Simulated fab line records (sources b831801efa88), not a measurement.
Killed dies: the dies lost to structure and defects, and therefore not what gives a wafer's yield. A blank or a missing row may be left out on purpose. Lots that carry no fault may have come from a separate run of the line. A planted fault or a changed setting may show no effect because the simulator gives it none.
fab line records + flow sky130
record:
- lots: 7
- wafers: 21
- last_day: 47
route steps=708 shown POLY_GATE@233 LDD_N@237 LDD_P@255 PAD_OPEN@708
lots that met no fault: from a run of the same line without faults
start_h: the number of hours between the record's first day and the start of the first shown wafer of the lot + wait_h: hours from the lot's prior step to this one + " unchanged from the row above + L1.1+2: several wafers, shown together as one row + - value missing, or start not given + * or withheld: withheld + < > ~ a bound
route shown NAME@n: NAME is a module with steps in the file, n the number in the route of the first one + usual: mean/standard deviation taken from wafers without a fault + same: alike in all rows + chamber/n: place in a boat + sites: each site's reading + _std_site: the values' standard deviation + _edge_site: inner sites' mean taken away from outer sites' mean + radius_mm: how far each site lies from the wafer's centre + mask NAME#n: copy n + behind: the tool/chamber that last shaped the wafer + hold: cause of the lot's hold/its duration in hours/its outcome + device: names the non-switching transistor (n, p or np) + end of line: the same wafers' tests at the end of the route + a step with no rows: only its recipe + killed: dies lost to structure and defects at the first sort, not the wafer's yield + map: per-die view of a wafer (x killed, . not killed, _ where there is no die)
set.NAME: setting as actually run; set.NAME@STEP: the setting as run at that earlier step + model.NAME: the simulator's own value behind a step, which no gauge read
a table for each step, a row for each wafer; lots at some steps of the route
services: from which hour (start_h, from the record's first day; less than 0 if before it) a tool's chamber was out of use, for how many hours, and why
== steps ==
step: SKY_POLY_GATE_CLEAN_19
recipe:
- chemistry: SC1/SC2
- mix: 1:4:20
- temp_c: 70
- time_s: 150
- dry: n2_spin
step: SKY_POLY_GATE_OXIDATION_20
recipe:
- temp_c: 850
- ambient: O2
- stabilise_s: 600
- purge_s: 300
- target_thk_a: 40
- ox_time_s: 899
step: SKY_POLY_GATE_THK_MEAS_21
recipe:
- reads: SiO2_of_POLY_GATE_OXIDATION_20
usual:
- POLY_GATE_OXIDATION_THK: 4.00/0.079
| lot.wafer | tool          | chamber | start_h | wait_h | POLY_GATE_OXIDATION_THK[nm] |
|-----------|---------------|---------|---------|--------|-----------------------------|
| L579.2    | film_metro-01 | -       | 358.18  | 0.0    | 3.98                        |
| L579.4    | "             | -       | "       | "      | 3.88                        |
| L579.6    | "             | -       | "       | "      | 3.93                        |
| L580.1    | film_metro-02 | -       | 371.21  | 0.0    | 4.05                        |
| L580.2    | "             | -       | "       | "      | 4.00                        |
| L580.3    | "             | -       | "       | "      | 3.96                        |
| L583.4    | film_metro-02 | -       | 409.65  | 0.0    | 4.21                        |
| L583.5    | "             | -       | "       | "      | 4.19                        |
| L583.6    | "             | -       | "       | "      | 4.11                        |
| L584.1    | film_metro-01 | -       | 423.82  | 0.0    | 3.94                        |
| L584.2    | "             | -       | "       | "      | 3.96                        |
| L584.5    | "             | -       | "       | "      | 3.98                        |
| L585.1    | film_metro-02 | -       | 434.16  | 0.0    | 4.07                        |
| L585.5    | "             | -       | "       | "      | 4.10                        |
| L585.6    | "             | -       | "       | "      | 4.06                        |
| L586.2    | film_metro-01 | -       | 435.94  | 0.0    | 4.07                        |
| L586.3    | "             | -       | "       | "      | 4.09                        |
| L586.4    | "             | -       | "       | "      | 4.07                        |
| L587.3    | film_metro-01 | -       | 454.20  | 0.0    | 4.07                        |
| L587.4    | "             | -       | "       | "      | 4.07                        |
| L587.6    | "             | -       | "       | "      | 3.98                        |
step: SKY_POLY_GATE_CD_MEAS_22
usual:
- cd_nm: 149.8/1.8
| lot.wafer | tool      | chamber | start_h | wait_h | cd_nm |
|-----------|-----------|---------|---------|--------|-------|
| L579.2    | cd_sem-02 | -       | 358.26  | 0.1    | 151.4 |
| L579.4    | "         | -       | "       | "      | 145.8 |
| L579.6    | "         | -       | "       | "      | 151.2 |
| L580.1    | cd_sem-02 | -       | 371.27  | 0.1    | 150.3 |
| L580.2    | "         | -       | "       | "      | 154.9 |
| L580.3    | "         | -       | "       | "      | 150.4 |
| L583.4    | cd_sem-01 | -       | 409.76  | 0.1    | 149.6 |
| L583.5    | "         | -       | "       | "      | 151.4 |
| L583.6    | "         | -       | "       | "      | 151.9 |
| L584.1    | cd_sem-01 | -       | 423.88  | 0.1    | 152.6 |
| L584.2    | "         | -       | "       | "      | 148.6 |
| L584.5    | "         | -       | "       | "      | 150.7 |
| L585.1    | cd_sem-01 | -       | 434.22  | 0.1    | 146.4 |
| L585.5    | "         | -       | "       | "      | 146.2 |
| L585.6    | "         | -       | "       | "      | 147.6 |
| L586.2    | cd_sem-02 | -       | 436.02  | 0.1    | 151.0 |
| L586.3    | "         | -       | "       | "      | 154.6 |
| L586.4    | "         | -       | "       | "      | 149.5 |
| L587.3    | cd_sem-02 | -       | 454.30  | 0.1    | 146.7 |
| L587.4    | "         | -       | "       | "      | 149.2 |
| L587.6    | "         | -       | "       | "      | 149.5 |
step: SKY_LDD_N_DEHYDRATE_00
recipe:
- temp_c: 200
- time_s: 60
step: SKY_LDD_N_HMDS_01
recipe:
- prime_time_s: 60
- prime_temp_c: 120
step: SKY_LDD_N_COAT_02
recipe:
- resist: NOVOLAK
- spin_rpm: 3000
- resist_thk_nm: 300
step: SKY_LDD_N_SOFTBAKE_03
recipe:
- temp_c: 90
- time_s: 60
- resist: NOVOLAK
step: SKY_LDD_N_EXPOSE_04
recipe:
- mask_id: NTM
- target_cd_nm: 840
- na: 0.6
- source_shape: conventional
- sigma_outer: 0.6
- dose_mj: 110
step: SKY_LDD_N_PEB_05
recipe:
- temp_c: withheld
- time_s: *
- resist: NOVOLAK
step: SKY_LDD_N_DEVELOP_06
recipe:
- develop_time_s: 60
- dev_temp_c: 23
step: SKY_LDD_N_OVL_MEAS_07
usual:
- LDD_N_OVL: 0.5/1.5
| lot.wafer | tool       | chamber | start_h | wait_h | LDD_N_OVL[nm] |
|-----------|------------|---------|---------|--------|---------------|
| L579.2    | overlay-02 | -       | 385.79  | 0.1    | -2.9          |
| L579.4    | "          | -       | "       | "      | -2.5          |
| L579.6    | "          | -       | "       | "      | -0.9          |
| L580.1    | overlay-02 | -       | 399.87  | 0.1    | 0.3           |
| L580.2    | "          | -       | "       | "      | 1.3           |
| L580.3    | "          | -       | "       | "      | 1.5           |
| L583.4    | overlay-02 | -       | 439.68  | 0.1    | 1.3           |
| L583.5    | "          | -       | "       | "      | 1.1           |
| L583.6    | "          | -       | "       | "      | 0.8           |
| L584.1    | overlay-02 | -       | 454.76  | 0.1    | 2.1           |
| L584.2    | "          | -       | "       | "      | -0.4          |
| L584.5    | "          | -       | "       | "      | 1.3           |
| L585.1    | overlay-02 | -       | 465.06  | 0.1    | 1.2           |
| L585.5    | "          | -       | "       | "      | 1.1           |
| L585.6    | "          | -       | "       | "      | 3.2           |
| L586.2    | overlay-02 | -       | 466.52  | 0.1    | 2.0           |
| L586.3    | "          | -       | "       | "      | 1.8           |
| L586.4    | "          | -       | "       | "      | 3.0           |
| L587.3    | overlay-02 | -       | 484.07  | 0.1    | 1.1           |
| L587.4    | "          | -       | "       | "      | 0.5           |
| L587.6    | "          | -       | "       | "      | -0.3          |
step: SKY_LDD_N_IMPLANT_08
recipe:
- species: As
- energy_kev: 20
- dose_cm2: 7.5e+13
- tilt_deg: withheld
- rotation_deg: 23
usual:
- dose_ions_cm2: 7.499e+13/8.8e+10
- faraday_current_uA: 423/8.2
- implant_ion_amu: 75/0
| lot.wafer | tool         | chamber | start_h | wait_h | dose_ions_cm2 | faraday_current_uA | implant_ion_amu | model.implant.rp_nm | model.implant.drp_nm |
|-----------|--------------|---------|---------|--------|---------------|--------------------|-----------------|---------------------|----------------------|
| L579.2    | implanter-02 | 0       | 385.85  | 0.0    | 7.505e+13     | 432                | 75              | 15.49               | 7.212                |
| L579.4    | "            | 0       | "       | "      | 7.491e+13     | 431                | 75              | 15.49               | 7.212                |
| L579.6    | "            | 0       | "       | "      | 7.502e+13     | 420                | 75              | 15.49               | 7.212                |
| L580.1    | implanter-02 | 0       | 399.91  | 0.0    | 7.506e+13     | 422                | 75              | 16.02               | 7.212                |
| L580.2    | "            | 0       | "       | "      | 7.498e+13     | 425                | 75              | 16.02               | 7.212                |
| L580.3    | "            | 0       | "       | "      | 7.497e+13     | 419                | 75              | 16.02               | 7.212                |
| L583.4    | implanter-03 | 0       | 439.77  | 0.1    | 7.501e+13     | 409                | 75              | 15.46               | 7.212                |
| L583.5    | "            | 0       | "       | "      | 7.489e+13     | 415                | 75              | 15.46               | 7.212                |
| L583.6    | "            | 0       | "       | "      | 7.499e+13     | 433                | 75              | 15.46               | 7.212                |
| L584.1    | implanter-03 | 0       | 454.80  | 0.0    | 7.502e+13     | 421                | 75              | 15.84               | 7.212                |
| L584.2    | "            | 0       | "       | "      | 7.504e+13     | 422                | 75              | 15.84               | 7.212                |
| L584.5    | "            | 0       | "       | "      | 7.495e+13     | 414                | 75              | 15.84               | 7.212                |
| L585.1    | implanter-03 | 0       | 465.10  | 0.0    | 7.497e+13     | 427                | 31              | 27.67               | 12.97                |
| L585.5    | "            | 0       | "       | "      | 7.504e+13     | 434                | 31              | 27.67               | 12.97                |
| L585.6    | "            | 0       | "       | "      | 7.501e+13     | 420                | 31              | 27.67               | 12.97                |
| L586.2    | implanter-01 | 0       | 466.57  | 0.0    | 7.491e+13     | 417                | 31              | 26.76               | 12.97                |
| L586.3    | "            | 0       | "       | "      | 7.476e+13     | 429                | 31              | 26.76               | 12.97                |
| L586.4    | "            | 0       | "       | "      | 7.501e+13     | 420                | 31              | 26.76               | 12.97                |
| L587.3    | implanter-01 | 0       | 484.15  | 0.1    | 7.505e+13     | 435                | 31              | 27.61               | 12.97                |
| L587.4    | "            | 0       | "       | "      | 7.509e+13     | 426                | 31              | 27.61               | 12.97                |
| L587.6    | "            | 0       | "       | "      | 7.5e+13       | 422                | 31              | 27.61               | 12.97                |
step: SKY_LDD_N_IMPLANT_09
recipe:
- species: As
- energy_kev: 20
- dose_cm2: 7.5e+13
- tilt_deg: withheld
- rotation_deg: 113
step: SKY_LDD_N_IMPLANT_10
recipe:
- species: As
- energy_kev: 20
- dose_cm2: 7.5e+13
- tilt_deg: withheld
- rotation_deg: 203
step: SKY_LDD_N_IMPLANT_11
recipe:
- species: As
- energy_kev: 20
- dose_cm2: 7.5e+13
- tilt_deg: withheld
- rotation_deg: 293
step: SKY_LDD_N_IMPLANT_12
recipe:
- species: BF2
- energy_kev: 50
- dose_cm2: 5e+12
- tilt_deg: 30
- rotation_deg: 0
step: SKY_LDD_N_IMPLANT_13
recipe:
- species: BF2
- energy_kev: 50
- dose_cm2: 5e+12
- tilt_deg: 30
- rotation_deg: 90
step: SKY_LDD_N_IMPLANT_14
recipe:
- species: BF2
- energy_kev: 50
- dose_cm2: 5e+12
- tilt_deg: 30
- rotation_deg: 180
step: SKY_LDD_N_IMPLANT_15
recipe:
- species: BF2
- energy_kev: 50
- dose_cm2: 5e+12
- tilt_deg: 30
- rotation_deg: 270
step: SKY_LDD_N_STRIP_16
recipe:
- chemistry: O2/N2
- power_w: 1400
- pressure_mtorr: 1500
- platen_temp_c: withheld
- o2_flow_sccm: 3000
- n2_flow_sccm: 300
- overash_fraction: 0.5
usual:
- drypump_motor_current_A: 5.89/0.3
- oes_product_au: 0.408/0.0048
- strip_time_to_endpoint_s: 4.311/0.016
| lot.wafer | tool            | chamber | start_h | wait_h | drypump_motor_current_A | oes_product_au | rf_hours_counter_h | strip_time_to_endpoint_s |
|-----------|-----------------|---------|---------|--------|-------------------------|----------------|--------------------|--------------------------|
| L579.2    | plasma_asher-02 | 1       | 387.02  | 0.1    | 6.10                    | 0.409          | 75                 | 4.298                    |
| L579.4    | "               | 1       | "       | "      | 6.12                    | 0.412          | -                  | 4.331                    |
| L579.6    | "               | 0       | "       | "      | 5.87                    | 0.409          | -                  | 4.321                    |
| L580.1    | plasma_asher-03 | 1       | 401.11  | 0.1    | 6.45                    | 0.412          | 26                 | 4.321                    |
| L580.2    | "               | 0       | "       | "      | 5.38                    | 0.404          | 26                 | 4.311                    |
| L580.3    | "               | 0       | "       | "      | 5.39                    | 0.402          | -                  | 4.283                    |
| L583.4    | plasma_asher-04 | 0       | 440.93  | 0.1    | 5.56                    | 0.416          | -                  | 4.312                    |
| L583.5    | "               | 0       | "       | "      | 5.57                    | 0.406          | -                  | 4.327                    |
| L583.6    | "               | 1       | "       | "      | 5.90                    | 0.404          | -                  | 4.323                    |
| L584.1    | plasma_asher-03 | 0       | 456.00  | 0.1    | 5.39                    | 0.404          | 32                 | 4.322                    |
| L584.2    | "               | 1       | "       | "      | 6.42                    | 0.399          | 32                 | 4.314                    |
| L584.5    | "               | 1       | "       | "      | 6.45                    | 0.410          | -                  | 4.327                    |
| L585.1    | plasma_asher-02 | 1       | 466.30  | 0.1    | 6.10                    | 0.408          | 3                  | 4.224                    |
| L585.5    | "               | 1       | "       | "      | 6.12                    | 0.408          | -                  | 4.233                    |
| L585.6    | "               | 0       | "       | "      | 5.83                    | 0.408          | -                  | 4.221                    |
| L586.2    | plasma_asher-02 | 0       | 469.95  | 0.1    | 5.85                    | 0.412          | 4                  | 4.255                    |
| L586.3    | "               | 1       | "       | "      | 6.16                    | 0.401          | -                  | 4.246                    |
| L586.4    | "               | 0       | "       | "      | 5.86                    | 0.415          | -                  | 4.272                    |
| L587.3    | plasma_asher-02 | 1       | 485.33  | 0.1    | 6.10                    | 0.405          | -                  | 4.222                    |
| L587.4    | "               | 0       | "       | "      | 5.87                    | 0.402          | -                  | 4.217                    |
| L587.6    | "               | 0       | "       | "      | 5.87                    | 0.413          | -                  | 4.234                    |
step: SKY_LDD_N_TW_MEAS_17
usual:
- LDD_N_TW: 2569/19
| lot.wafer | tool          | chamber | start_h | wait_h | LDD_N_TW |
|-----------|---------------|---------|---------|--------|----------|
| L579.2    | film_metro-01 | -       | 387.13  | 0.1    | 2554     |
| L579.4    | "             | -       | "       | "      | 2543     |
| L579.6    | "             | -       | "       | "      | 2549     |
| L580.1    | film_metro-01 | -       | 401.21  | 0.1    | 2551     |
| L580.2    | "             | -       | "       | "      | 2546     |
| L580.3    | "             | -       | "       | "      | 2546     |
| L583.4    | film_metro-01 | -       | 441.03  | 0.1    | 2540     |
| L583.5    | "             | -       | "       | "      | 2550     |
| L583.6    | "             | -       | "       | "      | 2560     |
| L584.1    | film_metro-04 | -       | 456.10  | 0.1    | 2576     |
| L584.2    | "             | -       | "       | "      | 2583     |
| L584.5    | "             | -       | "       | "      | 2572     |
| L585.1    | film_metro-01 | -       | 466.40  | 0.1    | 2522     |
| L585.5    | "             | -       | "       | "      | 2518     |
| L585.6    | "             | -       | "       | "      | 2515     |
| L586.2    | film_metro-01 | -       | 470.06  | 0.1    | 2510     |
| L586.3    | "             | -       | "       | "      | 2517     |
| L586.4    | "             | -       | "       | "      | 2497     |
| L587.3    | film_metro-04 | -       | 485.42  | 0.1    | 2541     |
| L587.4    | "             | -       | "       | "      | 2540     |
| L587.6    | "             | -       | "       | "      | 2528     |
step: SKY_LDD_P_DEHYDRATE_00
recipe:
- temp_c: 200
- time_s: 60
step: SKY_PAD_OPEN_PROBE_99
usual:
- killed_at_M0_to_M3: 43/6.6
- killed_at_M4_up: 3.1/1.6
- killed_at_contacts: 23/5.6
- killed_at_front_end: 15/4.2
- killed_at_other: 0.2/0.43
- killed_dies: 85/9.3
- killed_open: 46/6.6
- killed_short: 39/6.2
same:
- gross_dies: 492
- killed_at_back_side: 0
| lot.wafer | tool      | chamber | start_h | wait_h | killed_at_M0_to_M3 | killed_at_M4_up | killed_at_contacts | killed_at_front_end | killed_at_other | killed_dies | killed_open | killed_short | model.etest.tip_n.rs_ohm_sq | model.etest.nfet_01v8_turned.drive_ua_um | model.etest.nfet_01v8_lvt.drive_ua_um | model.etest.nfet_01v8_swapped.drive_ua_um | model.etest.sram_nfet_pass.drive_ua_um | model.etest.nfet_01v8.drive_ua_um | model.etest.nfet_01v8.r_on_ohm_um | model.etest.res_ndiff.rs_ohm_sq |
|-----------|-----------|---------|---------|--------|--------------------|-----------------|--------------------|---------------------|-----------------|-------------|-------------|--------------|-----------------------------|------------------------------------------|---------------------------------------|-------------------------------------------|----------------------------------------|-----------------------------------|-----------------------------------|---------------------------------|
| L579.2    | prober-01 | -       | 1056.71 | 0.1    | 41                 | 3               | 34                 | 15                  | 0               | 93          | 51          | 42           | 445.5                       | 482.2                                    | 553.8                                 | 481.4                                     | 474.1                                  | 480.4                             | 851.4                             | 119.8                           |
| L579.4    | prober-01 | -       | 1056.81 | 0.2    | 38                 | 3               | 23                 | 13                  | 1               | 78          | 41          | 37           | 442.4                       | 493                                      | 566.6                                 | 494.1                                     | 489.6                                  | 490.8                             | 832.4                             | 119.7                           |
| L579.6    | prober-01 | -       | 1056.91 | 0.2    | 42                 | 3               | 23                 | 16                  | 0               | 84          | 46          | 38           | 446.4                       | 474.7                                    | 541.3                                 | 477.9                                     | 460.4                                  | 478.7                             | 864.9                             | 119.4                           |
| L580.1    | prober-02 | -       | 1066.39 | 0.1    | 49                 | 0               | 22                 | 18                  | 1               | 90          | 56          | 34           | 442                         | 500.8                                    | 566.2                                 | 494.1                                     | 481.5                                  | 493.4                             | 845.4                             | 120.6                           |
| L580.2    | prober-02 | -       | 1066.44 | 0.1    | 52                 | 3               | 20                 | 16                  | 0               | 91          | 48          | 43           | 443.3                       | 494.2                                    | 558.4                                 | 494.6                                     | 487.1                                  | 492.8                             | 859.2                             | 121.6                           |
| L580.3    | prober-02 | -       | 1066.49 | 0.2    | 39                 | 4               | 14                 | 12                  | 0               | 69          | 33          | 36           | 440.6                       | 500.5                                    | 574.2                                 | 497                                       | 497.9                                  | 500.6                             | 836                               | 120.5                           |
| L583.4    | prober-01 | -       | 1095.62 | 0.2    | 47                 | 4               | 25                 | 10                  | 0               | 86          | 48          | 38           | 451                         | 504                                      | 576.5                                 | 503.6                                     | 483.2                                  | 505.3                             | 845.7                             | 118.2                           |
| L583.5    | prober-01 | -       | 1095.67 | 0.2    | 31                 | 2               | 25                 | 16                  | 0               | 74          | 39          | 35           | 447.1                       | 510.6                                    | 581.2                                 | 510                                       | 488                                    | 504.6                             | 832.4                             | 118.6                           |
| L583.6    | prober-01 | -       | 1095.72 | 0.2    | 37                 | 3               | 16                 | 9                   | 0               | 65          | 43          | 22           | 451.2                       | 496.9                                    | 564.6                                 | 495.5                                     | 462.8                                  | 496.4                             | 850.5                             | 119.4                           |
| L584.1    | prober-02 | -       | 1106.96 | 0.1    | 60                 | 4               | 23                 | 22                  | 1               | 110         | 53          | 57           | 445                         | 500.8                                    | 569.8                                 | 501.1                                     | 494.8                                  | 497.7                             | 858.7                             | 120.9                           |
| L584.2    | prober-02 | -       | 1107.01 | 0.1    | 40                 | 4               | 27                 | 12                  | 0               | 83          | 48          | 35           | 446.2                       | 499.6                                    | 564.2                                 | 497.3                                     | 485.6                                  | 493.4                             | 843.7                             | 121.2                           |
| L584.5    | prober-02 | -       | 1107.16 | 0.2    | 46                 | 5               | 26                 | 17                  | 0               | 94          | 46          | 48           | 443.6                       | 505.6                                    | 574.6                                 | 509.5                                     | 502.3                                  | 502.7                             | 835.8                             | 121.7                           |
| L585.1    | prober-01 | -       | 1110.43 | 0.1    | 43                 | 6               | 25                 | 21                  | 0               | 95          | 52          | 43           | 383.9                       | 550.6                                    | 614.2                                 | 538.4                                     | 536                                    | 532.2                             | 818.4                             | 116.2                           |
| L585.5    | prober-01 | -       | 1110.63 | 0.2    | 45                 | 1               | 21                 | 18                  | 0               | 85          | 50          | 35           | 382.4                       | 570.4                                    | 645                                   | 563.1                                     | 544.8                                  | 558.4                             | 797.5                             | 116.1                           |
| L585.6    | prober-01 | -       | 1110.68 | 0.2    | 29                 | 3               | 25                 | 13                  | 0               | 70          | 38          | 32           | 379.8                       | 562.4                                    | 626.5                                 | 550.1                                     | 544.4                                  | 546.7                             | 795.8                             | 116.8                           |
| L586.2    | prober-02 | -       | 1117.44 | 0.1    | 33                 | 4               | 33                 | 16                  | 0               | 86          | 48          | 38           | 383.1                       | 563                                      | 633.1                                 | 548.4                                     | 546.6                                  | 547                               | 806.8                             | 116.7                           |
| L586.3    | prober-02 | -       | 1117.49 | 0.2    | 58                 | 2               | 24                 | 17                  | 0               | 101         | 58          | 43           | 381.8                       | 564.6                                    | 630.4                                 | 553.8                                     | 538.8                                  | 544.3                             | 815.2                             | 116.7                           |
| L586.4    | prober-02 | -       | 1117.54 | 0.2    | 38                 | 3               | 22                 | 18                  | 0               | 81          | 47          | 34           | 381.6                       | 562.4                                    | 632.5                                 | 555                                       | 540.4                                  | 547.7                             | 801.8                             | 116.9                           |
| L587.3    | prober-01 | -       | 1121.28 | 0.2    | 34                 | 4               | 25                 | 15                  | 1               | 79          | 38          | 41           | 380.9                       | 588.5                                    | 649.6                                 | 571.4                                     | 565.7                                  | 573.1                             | 764.3                             | 115                             |
| L587.4    | prober-01 | -       | 1121.33 | 0.2    | 33                 | 3               | 23                 | 19                  | 0               | 78          | 42          | 36           | 380.1                       | 576.5                                    | 647.6                                 | 568.9                                     | 564.7                                  | 564.8                             | 776.1                             | 114.5                           |
| L587.6    | prober-01 | -       | 1121.43 | 0.2    | 45                 | 9               | 19                 | 16                  | 0               | 89          | 42          | 47           | 378.7                       | 571.8                                    | 637.2                                 | 556.5                                     | 565                                    | 555.4                             | 784.7                             | 114.1                           |
killed by level:class
L579.2 CONTACT:geometric_particle:open=15 VIA1:geometric_particle:open=8 CONTACT:geometric_particle:short=8 VIA2:geometric_particle:open=7 VIA3:geometric_particle:open=6 FIELD_ISO:geometric_particle:short=5 LOCAL_INTERCONNECT:geometric_particle:short=5 POLY_GATE:geometric_particle:open=4
L579.4 LI_CONTACT:geometric_particle:open=7 CONTACT:geometric_particle:short=6 VIA1:geometric_particle:open=6 VIA3:geometric_particle:open=6 CONTACT:geometric_particle:open=5 METAL2:geometric_particle:short=5 VIA2:geometric_particle:open=5 METAL1:geometric_particle:short=4
L579.6 VIA1:geometric_particle:open=8 VIA2:geometric_particle:open=8 LI_CONTACT:geometric_particle:open=7 CONTACT:geometric_particle:open=6 POLY_GATE:geometric_particle:short=5 METAL1:geometric_particle:short=5 CONTACT:geometric_particle:short=5 VIA1:geometric_particle:short=4
L580.1 VIA1:geometric_particle:open=13 CONTACT:geometric_particle:open=9 POLY_GATE:geometric_particle:open=7 METAL1:geometric_particle:short=7 VIA2:geometric_particle:open=7 VIA3:geometric_particle:open=6 CONTACT:geometric_particle:short=5 LOCAL_INTERCONNECT:geometric_particle:short=4
L580.2 VIA1:geometric_particle:short=8 VIA1:geometric_particle:open=8 FIELD_ISO:geometric_particle:open=7 LI_CONTACT:geometric_particle:open=7 METAL1:geometric_particle:short=7 VIA2:geometric_particle:open=7 VIA3:geometric_particle:open=6 LI_CONTACT:geometric_particle:short=5
L580.3 VIA1:geometric_particle:open=10 LI_CONTACT:geometric_particle:open=6 METAL1:geometric_particle:short=6 CONTACT:geometric_particle:open=5 VIA1:geometric_particle:short=5 METAL2:geometric_particle:short=5 VIA3:geometric_particle:open=5 VIA3:geometric_particle:short=4
L583.4 CONTACT:geometric_particle:open=11 VIA1:geometric_particle:open=8 LI_CONTACT:geometric_particle:open=7 METAL2:geometric_particle:short=7 VIA2:geometric_particle:open=6 VIA3:geometric_particle:short=5 METAL1:geometric_particle:short=5 FIELD_ISO:geometric_particle:open=4
L583.5 CONTACT:geometric_particle:open=10 FIELD_ISO:geometric_particle:open=8 VIA1:geometric_particle:open=6 LOCAL_INTERCONNECT:geometric_particle:short=5 VIA3:geometric_particle:open=5 VIA1:geometric_particle:short=4 LI_CONTACT:geometric_particle:short=4 METAL1:geometric_particle:short=4
L583.6 VIA1:geometric_particle:open=11 METAL1:geometric_particle:short=8 VIA3:geometric_particle:open=8 LI_CONTACT:geometric_particle:open=5 CONTACT:geometric_particle:open=5 POLY_GATE:geometric_particle:open=4 VIA1:geometric_particle:short=4 VIA2:geometric_particle:open=4
L584.1 VIA1:geometric_particle:open=11 FIELD_ISO:geometric_particle:open=8 VIA3:geometric_particle:open=8 METAL1:geometric_particle:short=8 METAL2:geometric_particle:short=8 FIELD_ISO:geometric_particle:short=7 CONTACT:geometric_particle:open=7 VIA2:geometric_particle:open=7
L584.2 CONTACT:geometric_particle:open=10 LI_CONTACT:geometric_particle:open=9 VIA1:geometric_particle:open=9 METAL1:geometric_particle:short=8 VIA3:geometric_particle:open=5 VIA2:geometric_particle:open=5 POLY_GATE:geometric_particle:short=4 VIA1:geometric_particle:short=4
L584.5 CONTACT:geometric_particle:open=13 VIA1:geometric_particle:open=12 METAL1:geometric_particle:short=9 FIELD_ISO:geometric_particle:short=6 VIA2:geometric_particle:open=6 LI_CONTACT:geometric_particle:short=5 VIA1:geometric_particle:short=5 METAL2:geometric_particle:short=5
L585.1 LI_CONTACT:geometric_particle:open=10 CONTACT:geometric_particle:open=9 VIA2:geometric_particle:open=9 METAL1:geometric_particle:short=7 FIELD_ISO:geometric_particle:short=6 VIA3:geometric_particle:open=6 POLY_GATE:geometric_particle:open=5 LOCAL_INTERCONNECT:geometric_particle:short=5
L585.5 VIA1:geometric_particle:open=11 VIA2:geometric_particle:open=9 LI_CONTACT:geometric_particle:open=8 VIA3:geometric_particle:open=6 POLY_GATE:geometric_particle:short=5 CONTACT:geometric_particle:open=5 METAL1:geometric_particle:short=5 VIA1:geometric_particle:short=5
L585.6 LI_CONTACT:geometric_particle:open=9 CONTACT:geometric_particle:open=7 VIA1:geometric_particle:open=7 POLY_GATE:geometric_particle:open=4 LI_CONTACT:geometric_particle:short=4 VIA2:geometric_particle:open=4 METAL3:geometric_particle:short=4 POLY_GATE:geometric_particle:short=3
L586.2 LI_CONTACT:geometric_particle:open=11 CONTACT:geometric_particle:open=8 VIA1:geometric_particle:open=8 CONTACT:geometric_particle:short=7 VIA3:geometric_particle:open=6 FIELD_ISO:geometric_particle:open=4 VIA1:geometric_particle:short=4 METAL1:geometric_particle:short=4
L586.3 VIA1:geometric_particle:open=21 CONTACT:geometric_particle:open=10 CONTACT:geometric_particle:short=8 VIA2:geometric_particle:open=8 METAL1:geometric_particle:short=7 FIELD_ISO:geometric_particle:short=5 VIA3:geometric_particle:open=5 FIELD_ISO:geometric_particle:open=4
L586.4 VIA1:geometric_particle:open=11 LI_CONTACT:geometric_particle:open=8 CONTACT:geometric_particle:open=6 METAL2:geometric_particle:short=6 VIA2:geometric_particle:open=6 FIELD_ISO:geometric_particle:open=4 LOCAL_INTERCONNECT:geometric_particle:short=4 METAL1:geometric_particle:short=4
L587.3 CONTACT:geometric_particle:open=10 LOCAL_INTERCONNECT:geometric_particle:short=7 VIA3:geometric_particle:open=7 METAL1:geometric_particle:short=6 FIELD_ISO:geometric_particle:open=5 METAL3:geometric_particle:short=5 VIA1:geometric_particle:open=4 METAL2:geometric_particle:short=4
L587.4 CONTACT:geometric_particle:open=10 VIA1:geometric_particle:open=8 METAL1:geometric_particle:short=7 POLY_GATE:geometric_particle:short=6 POLY_GATE:geometric_particle:open=5 CONTACT:geometric_particle:short=5 FIELD_ISO:geometric_particle:open=4 LI_CONTACT:geometric_particle:open=4
L587.6 METAL2:geometric_particle:short=8 LI_CONTACT:geometric_particle:open=7 CONTACT:geometric_particle:open=6 VIA1:geometric_particle:open=6 VIA1:geometric_particle:short=6 FIELD_ISO:geometric_particle:open=5 VIA2:geometric_particle:open=5 VIA3:geometric_particle:open=5
== services ==
| tool            | chamber | start_h | hours | kind       |
|-----------------|---------|---------|-------|------------|
| implanter-01    | -       | 365.05  | 3.2   | pm         |
| implanter-03    | -       | 372.12  | 4.0   | repair     |
| plasma_asher-03 | -       | 412.14  | 1.6   | repair     |
| implanter-03    | -       | 417.66  | 2.1   | repair     |
| plasma_asher-02 | -       | 421.27  | 9.0   | pm         |
| plasma_asher-02 | 0       | 421.27  | 9.0   | vent_cycle |
| plasma_asher-02 | 1       | 421.27  | 9.0   | vent_cycle |
| plasma_asher-02 | 0       | 430.27  | -     | clean      |
| plasma_asher-02 | 1       | 430.27  | -     | clean      |
| plasma_asher-02 | -       | 444.39  | 0.4   | repair     |
| plasma_asher-03 | -       | 480.24  | 14.7  | repair     |
== key ==
first_sign:
- step: SKY_LDD_N_IMPLANT_08
- reading: implant_ion_amu
- direction: down
- sigmas: 99+
- usual: 75
- struck: 31
effect:
- step: SKY_LDD_N_STRIP_16
- reading: strip_time_to_endpoint_s
- direction: down
- sigmas: 4.8
- usual: *
- struck: *
effect:
- step: SKY_LDD_N_TW_MEAS_17
- reading: LDD_N_TW
- direction: down
- sigmas: 2.6
- usual: 2569
- struck: 2521
model_effect:
- step: SKY_LDD_N_IMPLANT_08
- value: implant.rp_nm
- without: 15.54
- struck: 27.35
model_effect:
- step: SKY_PAD_OPEN_PROBE_99
- value: etest.tip_n.rs_ohm_sq
- without: 441
- struck: 381.3
met_at SKY_LDD_N_IMPLANT_08
struck_wafers L585.1,L585.5,L585.6,L586.2,L586.3,L586.4,L587.3,L587.4,L587.6
tester_left_out L585,L586,L587
loop_trim:
- step: SKY_POLY_GATE_EXPOSE_10
- setting: dose
- lots: L585
onset_between 454.80 465.10
fault:
- kind: wrong_recipe_download
- tool: implanter-01,implanter-02,implanter-03
- chamber: -
- onset_h: 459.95
- steps: SKY_LDD_N_IMPLANT_08
- wrong_recipe.not_listed: 1
tester_left_out: of these lots the tester's yield and bins aren't shown, on N5 and GAA mostly nor the transistor test; their killed dies are dies lost to structure and defects alone, not to doping, threshold or leakage, so they don't give the yield
loop_trim: a control loop set the setting to another value than it would have without faults
